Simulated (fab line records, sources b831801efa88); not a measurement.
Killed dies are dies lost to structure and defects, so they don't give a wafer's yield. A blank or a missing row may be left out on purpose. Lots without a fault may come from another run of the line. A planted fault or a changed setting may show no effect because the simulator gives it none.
fab line records | flow sky130
record lots=13 wafers=39 last_day=49
route steps=708 shown POLY_CUT@319 VIA4@658 METAL5@662 PASSIVATION@684 PAD_OPEN@708
lots that met no fault: from a run of the same line without faults
start_h: hours from the record's first day to the start of the lot's first wafer shown | wait_h: hours since the lot's step before | " the same as in the row above | L1.1+2: a row that stands for several wafers | - no value, or no start given | * or withheld: withheld | < > ~ a bound
route shown NAME@n: a module of which the file shows steps, and the number in the route of the first | usual: mean/standard deviation of fault-free wafers | same: alike in all rows | chamber/n: place in a boat | sites: the reading at each site | _std_site: their standard deviation | _edge_site: outer sites' mean less inner sites' | radius_mm: how far each site lies from the wafer's centre | mask NAME#n: copy n | behind: the tool/chamber that last shaped the wafer | hold: why the lot was held/for how many hours/how that ended | device: the transistor (n, p or np) that didn't switch | end of line: the same wafers' tests at the end of the route | a step without rows: its recipe alone | killed: dies lost to structure and defects at the first sort, not the wafer's yield | map: a wafer's dies, x killed, . not, _ none there
set.NAME: the setting as run; set.NAME@STEP: as run at that earlier step | model.NAME: the simulator's own value behind a step, which no gauge read
steps of the route over a sample of lots; a table a step, a row a wafer
services: from which hour (start_h, from the record's first day; less than 0 if before it) a tool's chamber was out of use, for how many hours, and why
## steps
# step SKY_POLY_CUT_STRIP_12
# recipe chemistry=O2/N2 power_w=1400 pressure_mtorr=1500 platen_temp_c=withheld o2_flow_sccm=3000 n2_flow_sccm=300 overash_fraction=0.5
# usual drypump_motor_current_A=5.4/0.47 oes_product_au=0.452/0.0042 strip_time_to_endpoint_s=5.353/0.018
# columns lot.wafer tool chamber start_h wait_h drypump_motor_current_A oes_product_au rf_hours_counter_h strip_time_to_endpoint_s
L806.2 plasma_asher-02 1 575.32 0.0 6.1 0.454 45 5.390
L806.4 " 1 " " 6.1 0.454 - 5.380
L806.5 " 0 " " 5.0 0.450 - 5.365
L807.1 plasma_asher-02 1 580.33 0.0 6.1 0.448 46 5.354
L807.4 " 0 " " 5.0 0.445 - 5.359
L807.5 " 0 " " 5.0 0.445 - 5.335
L808.3 plasma_asher-03 1 594.66 0.1 6.1 0.449 - 5.341
L808.5 " 0 " " 5.2 0.455 - 5.367
L808.6 " 1 " " 6.1 0.455 - 5.375
L809.4 plasma_asher-04 0 602.91 0.1 5.0 0.442 - 5.338
L809.5 " 0 " " 5.0 0.442 - 5.357
L809.6 " 1 " " 5.2 0.451 - 5.364
L810.1 plasma_asher-02 1 607.88 0.0 6.1 0.451 47 5.341
L810.3 " 1 " " 6.1 0.452 - 5.327
L810.4 " 0 " " 5.0 0.449 - 5.344
L811.1 plasma_asher-04 0 621.38 0.0 5.0 0.457 82 5.365
L811.2 " 1 " " 5.2 0.453 82 5.343
L811.3 " 1 " " 5.2 0.460 - 5.353
L812.2 plasma_asher-04 0 630.43 0.0 5.0 0.456 83 5.361
L812.5 " 0 " " 5.0 0.446 - 5.332
L812.6 " 1 " " 5.2 0.451 - 5.316
L813.1 plasma_asher-02 1 637.32 0.0 6.1 0.450 50 5.352
L813.2 " 0 " " 5.0 0.456 50 5.355
L813.6 " 0 " " 5.0 0.448 - 5.329
L814.2 plasma_asher-02 0 645.47 0.0 5.0 0.458 50 5.357
L814.5 " 1 " " 6.1 0.452 - 5.357
L814.6 " 0 " " 5.0 0.450 - 5.359
L816.3 plasma_asher-03 0 657.35 0.1 5.2 0.452 - 5.376
L816.4 " 1 " " 6.0 0.445 - 5.371
L816.5 " 0 " " 5.2 0.447 - 5.361
L818.3 plasma_asher-04 0 674.90 0.1 5.0 0.446 - 5.358
L818.4 " 1 " " 5.2 0.448 - 5.349
L818.6 " 1 " " 5.2 0.447 - 5.352
L820.2 plasma_asher-02 1 692.37 0.0 6.1 0.447 56 5.374
L820.3 " 1 " " 6.1 0.454 - 5.356
L820.4 " 0 " " 5.0 0.452 - 5.346
L821.2 plasma_asher-02 1 697.93 0.0 6.1 0.454 56 5.368
L821.4 " 1 " " 6.1 0.459 - 5.360
L821.6 " 0 " " 5.0 0.449 - 5.375
# step SKY_VIA4_RS_MEAS_19
# recipe thk_meas_gauge=four-point-probe reads=W_of_VIA4_CVD_18+TiN_of_VIA4_SPUTTER_17
# usual VIA4_W_RS=0.2349/0.0024
# columns lot.wafer tool chamber start_h wait_h VIA4_W_RS[ohm/sq]
L806.2 film_metro-04 - 1018.20 0.1 0.2327
L806.4 " - " " 0.2361
L806.5 " - " " 0.2357
L807.1 film_metro-03 - 1019.24 0.1 0.2379
L807.4 " - " " 0.2397
L807.5 " - " " 0.2319
L808.3 film_metro-02 - 1028.44 0.1 0.2373
L808.5 " - " " 0.2378
L808.6 " - " " 0.2358
L809.4 film_metro-02 - 1035.92 0.1 0.2367
L809.5 " - " " 0.2356
L809.6 " - " " 0.2358
L810.1 film_metro-04 - 1042.64 0.1 0.2362
L810.3 " - " " 0.2332
L810.4 " - " " 0.2362
L811.1 film_metro-02 - 1049.95 0.1 0.2322
L811.2 " - " " 0.2374
L811.3 " - " " 0.2313
L812.2 film_metro-02 - 1056.06 0.1 0.2353
L812.5 " - " " 0.2354
L812.6 " - " " 0.2345
L813.1 film_metro-04 - 1061.88 0.1 0.2361
L813.2 " - " " 0.2312
L813.6 " - " " 0.2332
L814.2 film_metro-03 - 1069.62 0.1 0.2343
L814.5 " - " " 0.2364
L814.6 " - " " 0.2317
L816.3 film_metro-04 - 1077.91 0.1 0.2357
L816.4 " - " " 0.2372
L816.5 " - " " 0.2349
L818.3 film_metro-03 - 1092.70 0.1 0.2346
L818.4 " - " " 0.2334
L818.6 " - " " 0.2322
L820.2 film_metro-04 - 1105.36 0.1 0.2345
L820.3 " - " " 0.2332
L820.4 " - " " 0.2337
L821.2 film_metro-03 - 1108.73 0.1 0.2291
L821.4 " - " " 0.2290
L821.6 " - " " 0.2313
# step SKY_METAL5_SPUTTER_01
# recipe material=TiN target_thk_nm=20 power_w=6500 time_s=16.7 chamber_pressure_pa=0.4
# usual throttle_valve_pct=29.5/0.87
# columns lot.wafer tool chamber start_h wait_h throttle_valve_pct
L806.2 pvd_sputter-02 - 1018.68 0.0 29.5
L806.4 " - " " 28.8
L806.5 " - " " 29.7
L807.1 pvd_sputter-03 - 1019.94 0.0 30.6
L807.4 " - " " 29.2
L807.5 " - " " 29.4
L808.3 pvd_sputter-03 - 1028.90 0.0 30.4
L808.5 " - " " 29.7
L808.6 " - " " 30.8
L809.4 pvd_sputter-02 - 1036.36 0.0 29.5
L809.5 " - " " 29.6
L809.6 " - " " 28.4
L810.1 pvd_sputter-02 - 1043.14 0.0 29.2
L810.3 " - " " 29.9
L810.4 " - " " 28.4
L811.1 pvd_sputter-03 - 1050.61 0.0 30.6
L811.2 " - " " 28.0
L811.3 " - " " 29.5
L812.2 pvd_sputter-02 - 1056.55 0.0 29.7
L812.5 " - " " 29.6
L812.6 " - " " 29.5
L813.1 pvd_sputter-03 - 1062.71 0.0 27.8
L813.2 " - " " 30.8
L813.6 " - " " 30.6
L814.2 pvd_sputter-02 - 1070.10 0.0 30.0
L814.5 " - " " 29.3
L814.6 " - " " 30.0
L816.3 pvd_sputter-02 - 1078.38 0.0 29.9
L816.4 " - " " 29.5
L816.5 " - " " 29.7
L818.3 pvd_sputter-02 - 1093.16 0.0 28.8
L818.4 " - " " 29.4
L818.6 " - " " 28.4
L820.2 pvd_sputter-02 - 1105.84 0.0 28.5
L820.3 " - " " 29.5
L820.4 " - " " 29.7
L821.2 pvd_sputter-04 - 1109.21 0.0 29.0
L821.4 " - " " 28.4
L821.6 " - " " 29.6
# step SKY_PASSIVATION_THK_MEAS_03
# recipe reads=Si3N4_of_PASSIVATION_CVD_02
# usual PASSIVATION_CVD_02_THK=540/6.4
# columns lot.wafer tool chamber start_h wait_h PASSIVATION_CVD_02_THK[nm]
L806.2 film_metro-04 - 1042.11 - 540
L806.4 " - " " 545
L806.5 " - " " 539
L807.1 film_metro-03 - 1043.81 - 541
L807.4 " - " " 544
L807.5 " - " " 532
L808.3 film_metro-01 - 1052.23 - 541
L808.5 " - " " 547
L808.6 " - " " 539
L809.4 film_metro-04 - 1059.62 - 543
L809.5 " - " " 537
L809.6 " - " " 551
L810.1 film_metro-03 - 1065.24 - 537
L810.3 " - " " 540
L810.4 " - " " 546
L811.1 film_metro-01 - 1073.40 - 548
L811.2 " - " " 539
L811.3 " - " " 538
L812.2 film_metro-03 - 1078.91 - 546
L812.5 " - " " 552
L812.6 " - " " 550
L813.1 film_metro-03 - 1085.58 - 531
L813.2 " - " " 537
L813.6 " - " " 537
L814.2 film_metro-03 - 1093.21 - 540
L814.5 " - " " 546
L814.6 " - " " 551
L816.3 film_metro-01 - 1100.22 - 528
L816.4 " - " " 536
L816.5 " - " " 534
L818.3 film_metro-01 - 1114.25 - 536
L818.4 " - " " 545
L818.6 " - " " 553
L820.2 film_metro-01 - 1126.98 - 532
L820.3 " - " " 540
L820.4 " - " " 541
L821.2 film_metro-04 - 1129.46 - 535
L821.4 " - " " 536
L821.6 " - " " 542
# step SKY_PAD_OPEN_PROBE_99
# usual killed_at_M0_to_M3=45/6.8 killed_at_M4_up=3.1/2 killed_at_contacts=23/5.2 killed_at_front_end=14/3.7 killed_at_other=0.3/0.61 killed_dies=86/9 killed_open=46/6.9 killed_short=39/6.4
# same gross_dies=492 killed_at_back_side=0
# columns lot.wafer tool chamber start_h wait_h killed_at_M0_to_M3 killed_at_M4_up killed_at_contacts killed_at_front_end killed_at_other killed_dies killed_open killed_short
L807.1 prober-02 - 1088.95 0.1 41 4 17 12 0 74 45 28
L807.4 prober-02 - 1089.10 0.2 33 3 24 17 0 77 45 29
L807.5 prober-02 - 1089.15 0.2 35 2 28 17 0 82 54 28
L820.2 prober-01 - 1165.35 0.1 28 3 34 73 0 138 46 37
L820.3 prober-01 - 1165.40 0.2 43 6 20 74 2 145 48 36
L820.4 prober-01 - 1165.45 0.2 42 1 26 82 0 151 46 40
L821.2 prober-02 - 1167.24 0.1 46 2 18 65 0 131 41 34
L821.4 prober-02 - 1167.34 0.2 37 3 20 70 0 130 42 33
L821.6 prober-02 - 1167.44 0.2 47 4 12 84 0 147 44 33
# killed by level:class
L807.1 VIA1:geometric_particle:open=13 VIA2:geometric_particle:open=8 CONTACT:geometric_particle:open=6 CONTACT:geometric_particle:short=5 METAL2:geometric_particle:short=5 VIA3:geometric_particle:open=5 FIELD_ISO:geometric_particle:open=4 LI_CONTACT:geometric_particle:open=4
L807.4 VIA1:geometric_particle:open=9 CONTACT:geometric_particle:open=8 LI_CONTACT:geometric_particle:open=7 FIELD_ISO:geometric_particle:open=5 LOCAL_INTERCONNECT:geometric_particle:short=4 METAL1:geometric_particle:short=4 FIELD_ISO:geometric_particle:short=3 POLY_GATE:geometric_particle:open=3
L807.5 CONTACT:geometric_particle:open=16 VIA2:geometric_particle:open=8 LI_CONTACT:geometric_particle:open=7 POLY_GATE:geometric_particle:open=6 VIA1:geometric_particle:open=6 VIA1:geometric_particle:short=5 FIELD_ISO:geometric_particle:short=4 POLY_GATE:geometric_particle:short=4
L820.2 POLY_CUT:unspecified=55 CONTACT:geometric_particle:open=9 VIA1:geometric_particle:open=9 FIELD_ISO:geometric_particle:short=8 LI_CONTACT:geometric_particle:open=8 LOCAL_INTERCONNECT:geometric_particle:short=7 CONTACT:geometric_particle:short=5 VIA2:geometric_particle:open=5
L820.3 POLY_CUT:unspecified=61 LI_CONTACT:geometric_particle:open=8 FIELD_ISO:geometric_particle:open=7 CONTACT:geometric_particle:open=7 VIA1:geometric_particle:open=7 VIA2:geometric_particle:short=7 METAL1:geometric_particle:short=6 VIA3:geometric_particle:open=6
L820.4 POLY_CUT:unspecified=65 CONTACT:geometric_particle:open=14 VIA3:geometric_particle:open=7 VIA1:geometric_particle:short=6 VIA1:geometric_particle:open=6 METAL2:geometric_particle:short=6 FIELD_ISO:geometric_particle:short=5 FIELD_ISO:geometric_particle:open=4
L821.2 POLY_CUT:unspecified=56 VIA2:geometric_particle:open=9 VIA3:geometric_particle:open=7 METAL2:geometric_particle:short=6 VIA1:geometric_particle:open=6 LI_CONTACT:geometric_particle:open=5 LOCAL_INTERCONNECT:geometric_particle:short=5 CONTACT:geometric_particle:short=4
L821.4 POLY_CUT:unspecified=55 VIA1:geometric_particle:open=13 CONTACT:geometric_particle:open=11 FIELD_ISO:geometric_particle:short=6 VIA1:geometric_particle:short=5 METAL1:geometric_particle:short=4 VIA2:geometric_particle:open=4 VIA3:geometric_particle:open=4
L821.6 POLY_CUT:unspecified=70 VIA1:geometric_particle:open=9 VIA3:geometric_particle:open=9 VIA2:geometric_particle:open=7 METAL3:geometric_particle:short=7 POLY_GATE:geometric_particle:open=4 LI_CONTACT:geometric_particle:open=4 VIA1:geometric_particle:short=4
## services
# columns tool chamber start_h hours kind
plasma_asher-04 - 578.99 1.3 repair
plasma_asher-02 - 581.25 0.8 repair
plasma_asher-02 - 589.04 14.1 repair
pvd_sputter-04 - 611.12 3.5 repair
pvd_sputter-04 - 629.63 1.0 repair
plasma_asher-04 - 629.67 0.7 repair
plasma_asher-04 - 646.79 14.6 pm
pvd_sputter-02 - 689.40 2.7 repair
pvd_sputter-03 - 697.27 6.2 repair
pvd_sputter-03 - 706.68 1.0 repair
plasma_asher-03 - 733.75 9.0 pm
plasma_asher-03 - 799.04 25.4 pm
plasma_asher-02 - 847.10 3.0 repair
plasma_asher-04 - 854.93 2.8 pm
plasma_asher-03 - 891.02 2.3 repair
plasma_asher-03 - 914.56 0.4 repair
plasma_asher-04 - 1012.03 1.5 repair
plasma_asher-03 - 1023.49 1.2 repair
pvd_sputter-02 - 1025.53 7.7 repair
plasma_asher-03 - 1029.62 1.6 repair
plasma_asher-04 - 1055.30 9.0 pm
plasma_asher-03 - 1072.81 8.8 repair
pvd_sputter-03 - 1095.39 6.2 repair
pvd_sputter-03 - 1099.42 25.4 repair
## key
first_sign step=SKY_PAD_OPEN_PROBE_99 reading=killed_at_front_end direction=up sigmas=16 usual=14 struck=75
effect step=SKY_PAD_OPEN_PROBE_99 reading=killed_dies direction=up sigmas=6 usual=86 struck=140
met_at SKY_POLY_CUT_STRIP_12
struck_lots L820,L821
tester_left_out L820,L821
not_acting_at SKY_VIA4_RS_MEAS_19,SKY_METAL5_SPUTTER_01,SKY_PASSIVATION_THK_MEAS_03
onset_between 645.47 692.37
also_fits time
fault kind=chamber_particle_source tool=plasma_asher-02 chamber=- onset_h=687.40 steps=SKY_POLY_CUT_STRIP_12 rate_per_visit_cm2=1.9894 end_h=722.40
# tester_left_out: of these lots the tester's yield and bins aren't shown, on N5 and GAA mostly nor the transistor test; their killed dies are dies lost to structure and defects alone, not to doping, threshold or leakage, so they don't give the yield
